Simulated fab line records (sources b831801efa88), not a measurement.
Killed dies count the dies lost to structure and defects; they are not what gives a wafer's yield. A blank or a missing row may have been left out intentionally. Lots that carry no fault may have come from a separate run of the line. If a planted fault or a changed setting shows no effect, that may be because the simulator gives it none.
A lot that was struck, set against a sound lot | flow sky130 | 44 out of 708 route steps
Sound: wafers L602.4, L602.5, L602.6. Wafers struck: L618.3, L618.4, L618.6. The cause is named last.
At each step with rows: each side's tool, then ch and its chambers, then its first start. Under that, the readings that differ: sound wafers | struck wafers | difference of the means | sigmas: that difference in standard deviations of wafers without a fault.
alike: readings whose means differ by less than 2 such deviations, and words and numbers that are the same on both sides. not compared: withheld readings, readings that some wafer has no value for, bounds like >300 that may hide the same value, and numbers for which the record gives no deviation and whose values overlap.
Wherever a step has rows on one side only, a row that says differs or no value, or a row with sigmas, the two part there. Non-overlapping numbers with no deviation appear without sigmas and do not part them. A reading missing from all wafers of one side parts the sides only when that side holds two or more wafers.

first, 2 steps without rows for these wafers: SKY_VIA2_CLEAN_18 (cleans in IPA, time 180 s); SKY_VIA2_CLEAN_19 (cleans in O3/DIW).
SKY_VIA2_SPUTTER_20: material TiN, target thk 20 nm, time 80 s.
  sound: pvd sputter-01 at day 36 07:01; struck: pvd sputter-04 at day 41 09:37
  alike: throttle valve pct
then, 1 step without rows for these wafers: SKY_VIA2_CVD_21 (deposits W, target thk 420 nm, time 126.4 s).
SKY_VIA2_RS_MEAS_22: uses a four-point probe to measure.
  sound: film metro-04 at day 36 07:16; struck: film metro-04 at day 41 09:51
  alike: VIA2_W_RS
SKY_VIA2_THK_MEAS_23: measures by xrf.
  sound: film metro-04 at day 36 07:22; struck: film metro-04 at day 41 09:57
  alike: VIA2_W_THK
SKY_VIA2_CMP_24: polishes, stops on SiO2, t overpolish 20 s, target thk 0 nm.
  sound on cmp-02 ch 0,1, day 36 07:26; struck on cmp-02 ch 1,2,3, day 41 10:02
  alike: motor current A, overpolish run s, time to endpoint s
then, 3 steps without rows for these wafers: SKY_METAL3_SPUTTER_00 (material Ti, target thk 15 nm, time 10 s); SKY_METAL3_SPUTTER_01 (material TiN, target thk 20 nm, time 16.7 s); SKY_METAL3_SPUTTER_02 (material AlCu, target thk 735 nm, time 39.1 s).
SKY_METAL3_SPUTTER_03: material Ti, target thk 5 nm, time 3.3 s.
  sound: pvd sputter-03 at day 36 07:46; struck: pvd sputter-02 at day 41 10:23
  alike: throttle valve pct
SKY_METAL3_SPUTTER_04: material TiN, target thk 70 nm, time 58.3 s.
  sound: pvd sputter-03 at day 36 07:47; struck: pvd sputter-02 at day 41 10:24
  alike: throttle valve pct
SKY_CAPM_CVD_00: deposits SiO2, target thk 15.5 nm.
  sound on pecvd-01 ch 0,2, day 36 07:51; struck on pecvd-01 ch 1,2, day 41 10:27
  reading                               | sound             | struck            | difference | sigmas
  rf fwd power W (W)                    | 441.2 437.4 438.3 | 513.9 512.3 514.0 | +74.4      | +35
  model.SiO2_of_CAPM_CVD_00.thk nm (nm) | 15.72 15.67 15.74 | 16.07 16.45 16.35 | +0.58      |
  alike: heater power w
SKY_CAPM_THK_MEAS_01:
  sound: film metro-01 at day 36 07:54; struck: film metro-02 at day 41 10:29
  reading              | sound             | struck            | difference | sigmas
  CAPM_CVD_00_THK (nm) | 15.73 15.63 15.71 | 16.11 16.46 16.32 | +0.61      | +2
then, 1 step without rows for these wafers: SKY_CAPM_SPUTTER_02 (material TiN, target thk 200 nm, time 166.7 s).
SKY_CAPM_RS_MEAS_03: uses a four-point probe to measure.
  sound: film metro-04 at day 36 08:06; struck: film metro-04 at day 41 10:41
  alike: CAPM_TIN_RS
SKY_CAPM_THK_MEAS_04: measures by xrf.
  sound: film metro-04 at day 36 08:11; struck: film metro-04 at day 41 10:47
  alike: CAPM_TIN_THK
then, 7 steps without rows for these wafers: SKY_CAPM_DEHYDRATE_05 (time 60 s); SKY_CAPM_HMDS_06 (prime time 60 s); SKY_CAPM_COAT_07 (resist thk 1140 nm); SKY_CAPM_SOFTBAKE_08 (time 60 s); SKY_CAPM_EXPOSE_09 (exposes mask CAPM, target cd 1000 nm); SKY_CAPM_PEB_10; SKY_CAPM_DEVELOP_11 (develop time 60 s).
SKY_CAPM_OVL_MEAS_12:
  sound: overlay-02 at day 37 10:35; struck: overlay-02 at day 42 09:46
  alike: CAPM_OVL
then, 13 steps without rows for these wafers: SKY_CAPM_METAL_ETCH_13 (etches TiN in Cl2/BCl3, stops on SiO2, target depth 220 nm, time 62.9 s); SKY_CAPM_STRIP_14 (strips in O2/N2); SKY_CAPM_STRIP_15 (strips in post etch residue remover, time 1200 s); SKY_CAPM_CLEAN_16 (cleans in IPA, time 180 s); SKY_CAPM_CLEAN_17 (cleans in O3/DIW); SKY_METAL3_DEHYDRATE_05 (time 60 s); SKY_METAL3_HMDS_06 (prime time 60 s); SKY_METAL3_COAT_07 (resist thk 60 nm); SKY_METAL3_COAT_08 (resist thk 1140 nm); SKY_METAL3_SOFTBAKE_09 (time 90 s); SKY_METAL3_EXPOSE_10 (exposes mask MM3, target cd 300 nm); SKY_METAL3_PEB_11; SKY_METAL3_DEVELOP_12 (develop time 60 s).
SKY_METAL3_CD_MEAS_13: target cd 300 nm.
  sound: cd sem-01 at day 38 12:58; struck: cd sem-02 at day 43 09:22
  alike: cd nm
SKY_METAL3_OVL_MEAS_14:
  sound: overlay-02 at day 38 13:02; struck: overlay-02 at day 43 09:28
  alike: METAL3_OVL
SKY_METAL3_DESCUM_15: chemistry O2, time 8 s.
  sound on rie metal-03 ch 0,1, day 38 13:04; struck on rie metal-04 ch 0,1, day 43 09:30
  alike: drypump motor current A, oes product au
  not compared: rf hours counter h
then, 1 step without rows for these wafers: SKY_METAL3_ETCH_16 (etches BARC in N2/H2, stops on SiO2, time 88.2 s, target depth 60 nm).
SKY_METAL3_ETCH_17: etches SiO2 in C4F8/O2/Ar, stops on TiN, time 3.9 s, target depth 15 nm.
  sound on rie diel-04 ch 1,2, day 38 13:11; struck on rie diel-01 ch 1,2, day 43 09:38
  reading                  | sound             | struck            | difference | sigmas
  model.etch.depth nm (nm) | 15.72 15.67 15.74 | 16.07 16.45 16.35 | +0.58      |
  alike: oes product au
  not compared: rf hours counter h
-- the record jumps here: 6 days lie between the struck wafers' starts before and after (it left off in module METAL3 and takes up again in module PAD_OPEN, whose first step shown is number 708 of the route) --
SKY_PAD_OPEN_PROBE_99:
  sound: prober-02 at day 45 18:41; struck: prober-02 at day 49 16:11
  reading                      | sound             | struck            | difference | sigmas
  sort_bin_3_pad_short (%)     | 0.4 0.8 0.6       | 1.2 1.8 1.4       | +0.9       | +2
  model.etest.cap mim.c ff um2 | 2.303 2.291 2.304 | 2.256 2.222 2.225 | -0.065     |
  alike: defect limited yield, killed_at_M0_to_M3, killed_at_M4_up, killed at contacts, killed at front end, killed at other, killed dies, killed open, killed short, sort_bin_5_function, sort_bin_6_memory, sort n pass, sort yield pct
  not compared: model.etest.cap mim.bv v

== WHERE THEY PART ==
Earliest at SKY_CAPM_CVD_00; latest, in this record, at SKY_PAD_OPEN_PROBE_99.

WHY: the cause the simulator had injected
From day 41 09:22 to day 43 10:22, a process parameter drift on pecvd-01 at SKY_CAPM_CVD_00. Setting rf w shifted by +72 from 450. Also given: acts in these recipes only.
